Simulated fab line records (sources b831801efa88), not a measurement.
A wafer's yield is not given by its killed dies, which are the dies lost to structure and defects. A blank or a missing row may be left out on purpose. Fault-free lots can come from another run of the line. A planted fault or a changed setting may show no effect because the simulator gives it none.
Tool commonality check    flow sky130    33 wafers sampled across 9 lots

WHY THIS WAS OPENED
At SKY_PASSIVATION_THK_MEAS_03 the reading PASSIVATION_CVD_02_THK is flagged on 2 of 9 lots. Wafers without a fault read 540 nm, standard deviation 6.2.
Rule: flag the lot when none of its wafers has a number, or when each of its wafers that has one lies beyond 4 standard deviations from that mean. All remaining lots are regarded as sound.

lot   measured      on             PASSIVATION_CVD_02_THK (nm), wafer by wafer  flag
L471  day 44 03:31  film_metro-02  542 538 540                                  
L474  day 46 03:26  film_metro-03  538 549 544                                  
L476  day 46 05:14  film_metro-04  538 541 542                                  
L479  day 46 08:07  film_metro-03  534 532 546                                  
L482  day 47 05:03  film_metro-04  459 458 463 459 459 463                      FLAGGED
L484  day 48 06:12  film_metro-03  456 469 474 456 470 474                      FLAGGED
L489  day 49 04:20  film_metro-03  546 546 542                                  
L490  day 49 14:39  film_metro-04  537 543 548                                  
L491  day 49 16:11  film_metro-03  543 539 545                                  
The mean of the flagged lots' numbers is 463 nm, -77 nm from the usual (-12 standard deviations).

LOT BY LOT: THE TOOL USED
Before the reading, the record contains 3 process steps out of a 708-step route. Every cell lists first the tool, next ch and the chambers used by the sampled wafers, and last the start.
lot   flag     SKY_VIA4_CMP_21                SKY_METAL5_SPUTTER_02         SKY_PASSIVATION_CVD_02
L471           cmp-02 ch 0,3, day 43 04:26    pvd_sputter-02, day 43 04:44  pecvd-01 ch 0,1,2, day 44 03:17
L474           cmp-01 ch 1,2,3, day 45 05:45  pvd_sputter-04, day 45 05:57  pecvd-01 ch 1,2, day 46 03:11
L476           cmp-01 ch 0,2,3, day 45 07:24  pvd_sputter-01, day 45 07:45  pecvd-02 ch 1,2, day 46 05:01
L479           cmp-01 ch 0,1,3, day 45 09:29  pvd_sputter-02, day 45 09:47  pecvd-02 ch 1,2, day 46 07:53
L482  FLAGGED  cmp-02 ch 1,2,3, day 46 07:20  pvd_sputter-04, day 46 07:38  pecvd-02 ch 0,1,2, day 47 04:49
L484  FLAGGED  cmp-02 ch 0,1, day 47 08:56    pvd_sputter-04, day 47 09:14  pecvd-02 ch 0,1,2, day 48 05:58
L489           cmp-02 ch 0,1, day 48 08:03    pvd_sputter-04, day 48 08:25  pecvd-04 ch 0,1,2, day 49 04:07
L490           cmp-02 ch 2,3, day 48 19:17    pvd_sputter-04, day 48 19:38  pecvd-01 ch 1,2, day 49 14:25
L491           cmp-02 ch 0,1,2, day 48 21:13  pvd_sputter-01, day 48 21:34  pecvd-01 ch 0,2, day 49 15:58
What the steps here do:
- SKY_VIA4_CMP_21: polishes, stops on SiO2, t overpolish 25 s, target thk 0 nm.
- SKY_METAL5_SPUTTER_02: material AlCu, target thk 1150 nm, time 61.2 s.
- SKY_PASSIVATION_CVD_02: deposits Si3N4, target thk 540 nm.
- SKY_PASSIVATION_THK_MEAS_03

FLAGGED OVER TOTAL, TOOL BY TOOL (the gauges that took the reading come last)
step                         tool            lots run  flagged  share of the flagged lots  sound lots run after its first flagged lot
SKY_VIA4_CMP_21              cmp-01          3         0        none                       -
SKY_VIA4_CMP_21              cmp-02          6         2        all                        3 (L489,L490,L491)
SKY_METAL5_SPUTTER_02        pvd_sputter-01  2         0        none                       -
SKY_METAL5_SPUTTER_02        pvd_sputter-02  2         0        none                       -
SKY_METAL5_SPUTTER_02        pvd_sputter-04  5         2        all                        2 (L489,L490)
SKY_PASSIVATION_CVD_02       pecvd-01        4         0        none                       -
SKY_PASSIVATION_CVD_02       pecvd-02        4         2        all                        0
SKY_PASSIVATION_CVD_02       pecvd-04        1         0        none                       -
SKY_PASSIVATION_THK_MEAS_03  film_metro-02   1         0        none                       -
SKY_PASSIVATION_THK_MEAS_03  film_metro-03   5         1        some                       2 (L489,L491)
SKY_PASSIVATION_THK_MEAS_03  film_metro-04   3         1        some                       1 (L490)

THE TABLE: WHAT IT ALLOWS
Rows of the table that ran every flagged lot, 3 in all: cmp-02 at SKY_VIA4_CMP_21, pvd_sputter-04 at SKY_METAL5_SPUTTER_02, pecvd-02 at SKY_PASSIVATION_CVD_02.
- cmp-02 at SKY_VIA4_CMP_21 ran 6 lots, 2 of them flagged. After the first flagged lot (L489, L490, L491), sound lots still ran on it; a lasting fault on the whole tool would not permit that.
- pvd_sputter-04 at SKY_METAL5_SPUTTER_02 ran 5 lots, 2 of them flagged. After the first flagged lot (L489, L490), sound lots still ran on it; a lasting fault on the whole tool would not permit that.
- pecvd-02 at SKY_PASSIVATION_CVD_02 ran 4 lots, 2 of them flagged. Its last sound lot is L479 (day 46 07:53), its first flagged lot L482 (day 47 04:49): a fault that began between those two fits. Its own readings lie more than 4 standard deviations out on every wafer of the flagged lots: rf_fwd_power_W.
Left over: one tool, pecvd-02 at SKY_PASSIVATION_CVD_02.

WHAT WAS PUT IN BY THE SIMULATOR
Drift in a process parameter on pecvd-02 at SKY_PASSIVATION_CVD_02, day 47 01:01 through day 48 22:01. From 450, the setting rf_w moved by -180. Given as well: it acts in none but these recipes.
Shown lots that were struck: L482, L484. The rule above found the same.
